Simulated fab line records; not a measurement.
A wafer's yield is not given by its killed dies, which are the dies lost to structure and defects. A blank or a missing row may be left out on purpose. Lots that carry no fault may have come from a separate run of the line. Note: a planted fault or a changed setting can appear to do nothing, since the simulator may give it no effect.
Which tool did it?	flow gf180mcu	12 lots, 36 wafers sampled, at 5 steps of a route of 602

== WHAT THE GAUGES SHOWED, per wafer ==
GF_V4_RS_MEAS_24: a four-point-probe measurement.
lot	measured	on	V4_W_RS (ohm/sq)
L075	day 25 02:46	film_metro-01	0.330 0.329 0.333
L077	day 25 13:31	film_metro-01	0.327 0.328 0.326
L079	day 26 14:24	film_metro-02	0.332 0.328 0.331
L081	day 27 01:01	film_metro-02	0.324 0.325 0.322
L083	day 27 14:33	film_metro-04	0.327 0.332 0.332
L085	day 28 11:50	film_metro-01	0.328 0.327 0.331
L087	day 28 19:34	film_metro-04	0.330 0.329 0.328
L090	day 29 21:44	film_metro-02	0.334 0.331 0.326
L091	day 30 06:58	film_metro-02	0.329 0.324 0.329
L093	day 30 14:08	film_metro-02	0.331 0.329 0.329
L095	day 31 00:04	film_metro-02	0.333 0.330 0.331
L097	day 31 10:46	film_metro-01	0.326 0.326 0.325

== WHICH TOOL RAN EACH LOT (tool, then ch and the chambers of the sampled wafers, then the start) ==
lot	GF_M3_SPUTTER_04	GF_M3_STRIP_17	GF_M4_SPUTTER_04	GF_V4_SPUTTER_21
L075	pvd_sputter-04, day 21 01:21	plasma_asher-02 ch 0,1, day 22 01:47	pvd_sputter-02, day 23 03:59	pvd_sputter-01, day 25 02:33
L077	pvd_sputter-02, day 21 14:23	plasma_asher-02 ch 0,1, day 22 13:41	pvd_sputter-03, day 23 15:37	pvd_sputter-01, day 25 13:19
L079	pvd_sputter-03, day 22 16:58	plasma_asher-01 ch 0,1, day 23 16:53	pvd_sputter-03, day 24 17:27	pvd_sputter-04, day 26 14:09
L081	pvd_sputter-03, day 23 04:52	plasma_asher-02 ch 0,1, day 24 03:53	pvd_sputter-01, day 25 04:32	pvd_sputter-03, day 27 00:48
L083	pvd_sputter-03, day 23 19:48	plasma_asher-01 ch 0,1, day 24 17:57	pvd_sputter-02, day 25 18:07	pvd_sputter-01, day 27 14:18
L085	pvd_sputter-03, day 24 20:08	plasma_asher-03 ch 0,1, day 25 17:37	pvd_sputter-03, day 26 17:33	pvd_sputter-04, day 28 11:35
L087	pvd_sputter-04, day 25 04:50	plasma_asher-01 ch 0,1, day 26 01:53	pvd_sputter-01, day 27 01:32	pvd_sputter-03, day 28 19:20
L090	pvd_sputter-04, day 26 08:19	plasma_asher-01 ch 0,1, day 27 05:35	pvd_sputter-02, day 28 04:09	pvd_sputter-03, day 29 21:30
L091	pvd_sputter-03, day 26 19:05	plasma_asher-02 ch 0,1, day 27 15:35	pvd_sputter-01, day 28 14:21	pvd_sputter-01, day 30 06:44
L093	pvd_sputter-03, day 27 03:16	plasma_asher-03 ch 0,1, day 27 23:33	pvd_sputter-02, day 28 22:17	pvd_sputter-01, day 30 13:54
L095	pvd_sputter-02, day 27 16:39	plasma_asher-01 ch 0,1, day 28 12:25	pvd_sputter-03, day 29 09:24	pvd_sputter-03, day 30 23:51
L097	pvd_sputter-04, day 28 03:10	plasma_asher-01 ch 0,1, day 28 22:07	pvd_sputter-01, day 29 20:05	pvd_sputter-03, day 31 10:33
- GF_M3_SPUTTER_04: material TiN, target thk 50 nm, time 41.7 s.
- GF_M3_STRIP_17: strips in O2/N2.
- GF_M4_SPUTTER_04: material TiN, target thk 50 nm, time 41.7 s.
- GF_V4_SPUTTER_21: material Ti, target thk 15 nm, time 80.02 s.

== THE ANSWER, worked out from the rows above alone ==
Rule: the usual values come from the lots themselves. The widest of any qualifying gaps counts: lots, ordered by their means at a reading, are off when they make up no more than a third of the lots, leave a main group of 4 or more, and stand apart from it by 3 or more times the standard deviation of that group's means. If all means in a main group match to the digits the tables above print for the reading, that group is not used. A lot without any number at a reading at which 4 lots or more have one is off too. All remaining lots with rows at the step are treated as sound.
No lot is off at any reading shown: from this, nothing can be told.

== WHAT THE SIMULATOR HAD PUT IN ==
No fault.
